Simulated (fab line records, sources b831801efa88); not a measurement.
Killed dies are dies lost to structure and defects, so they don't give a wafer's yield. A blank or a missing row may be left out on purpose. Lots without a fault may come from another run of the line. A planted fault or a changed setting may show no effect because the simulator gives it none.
One fault seen from 2 desks | flow sky130 | each desk has only its own numbers; what lay behind them comes last

THE METROLOGY DESK
What the gauges read, lot by lot, whatever tool the lot ran on: means of the sampled wafers that have a number. A lot is out of limits, marked OUT, if its mean lies more than 4 standard deviations from the usual mean; the brackets give that distance.
Columns: A = SONOS_TUNNEL_OVL at SKY_SONOS_TUNNEL_OVL_MEAS_08, usual -0.7 nm; B = SONOS_ONO_OXIDATION_THK at SKY_SONOS_ONO_THK_MEAS_01, usual 2.61 nm; C = cd_nm at SKY_SONOS_ONO_CD_MEAS_13, usual 410.1 nm
lot  | first seen here | A    | B              | C
L496 | day 11 12:28    | -0.8 | 2.59           | 415.1
L499 | day 12 07:31    | -1.9 | 2.54           | 407.9
L502 | day 13 05:43    | -0.9 | 2.56           | 412.5
L503 | day 13 15:33    | 0.7  | 1.89 (-13) OUT | 407.4
L504 | day 13 23:30    | -0.3 | 1.80 (-15) OUT | 414.0
L513 | day 17 07:25    | -0.6 | 2.62           | 408.1
L514 | day 17 16:13    | -3.0 | 2.58           | 410.7
L515 | day 17 19:37    | -1.6 | 2.63           | 409.1
L517 | day 18 06:19    | -0.5 | 2.70           | 409.5
L518 | day 18 16:43    | -0.7 | 2.62           | 410.9
L519 | day 18 21:13    | -0.4 | 2.67           | 413.9
This desk's finding: out of limits on L503, L504; first on L503, day 13 18:17 (SONOS_ONO_OXIDATION_THK at SKY_SONOS_ONO_THK_MEAS_01). In limits: L496, L499, L502, L513, L514, L515, L517, L518, L519.

THE TOOL OWNER'S DESK: furnace-01
The tool's own readings at SKY_SONOS_ONO_OXIDATION_00 (stabilise 600 s, purge 300 s, target thk 2.6 nm): means of the sampled wafers that have a number, for each lot that ran on this tool. A lot is out of limits, marked OUT, if its mean lies more than 4 standard deviations from the usual mean; the brackets give that distance. Of its 8 readings 7 are shown: the one that was out of limits first, and those that lie furthest out on some lot.
Columns: A = spike_tc_bottom_C at SKY_SONOS_ONO_OXIDATION_00, usual 812.7 C; B = spike_tc_centre_C at SKY_SONOS_ONO_OXIDATION_00, usual 800.6 C; C = spike_tc_lower_C at SKY_SONOS_ONO_OXIDATION_00, usual 801.3 C; D = spike_tc_top_C at SKY_SONOS_ONO_OXIDATION_00, usual 812.2 C; E = spike_tc_upper_C at SKY_SONOS_ONO_OXIDATION_00, usual 800.0 C; F = tube_center_temp_C at SKY_SONOS_ONO_OXIDATION_00, usual 800 C; G = tube_center_temp_C_max at SKY_SONOS_ONO_OXIDATION_00, usual 802.1
lot  | first seen here | A                | B               | C               | D                | E               | F                     | G
L502 | day 13 06:16    | 808.5            | 798.5           | 800.7           | 815.2            | 800.1           | 800                   | 802.1
L503 | day 13 16:56    | 786.3 (-9.1) OUT | 775.5 (-16) OUT | 778.0 (-21) OUT | 793.2 (-7.0) OUT | 776.1 (-25) OUT | 777 (-99 or more) OUT | 779.1 (-66) OUT
L504 | day 14 00:58    | 785.8 (-9.3) OUT | 776.0 (-15) OUT | 777.4 (-22) OUT | 792.8 (-7.2) OUT | 776.4 (-25) OUT | 777 (-99 or more) OUT | 779.2 (-65) OUT
L517 | day 18 14:55    | 808.9            | 798.6           | 800.6           | 815.9            | 799.3           | 800                   | 801.9
L518 | day 18 23:07    | 809.1            | 799.2           | 801.1           | 815.3            | 799.8           | 800                   | 801.9
L519 | day 18 23:07    | 808.8            | 799.2           | 799.9           | 814.9            | 799.7           | 800                   | 802.0
This desk's finding: out of limits on L503, L504; first on L503, day 13 16:56 (spike_tc_bottom_C at SKY_SONOS_ONO_OXIDATION_00). In limits: L502, L517, L518, L519.

PUT TOGETHER
The tool owner's desk could have raised an alarm at day 13 16:56, on L503, L504.
The metrology desk could have raised an alarm at day 13 18:17, on L503, L504.
Of the lots named, all ran SKY_SONOS_ONO_OXIDATION_00 on furnace-01.

WHAT THE SIMULATOR HAD PUT IN
Process parameter drift: furnace-01, from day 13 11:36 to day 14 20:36, at SKY_SONOS_ONO_OXIDATION_00. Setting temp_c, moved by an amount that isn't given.
Lots struck among those shown: L503, L504.
Hours from the fault's start to each desk's first reading out of limits: the tool owner's desk, 5; the metrology desk, 7.
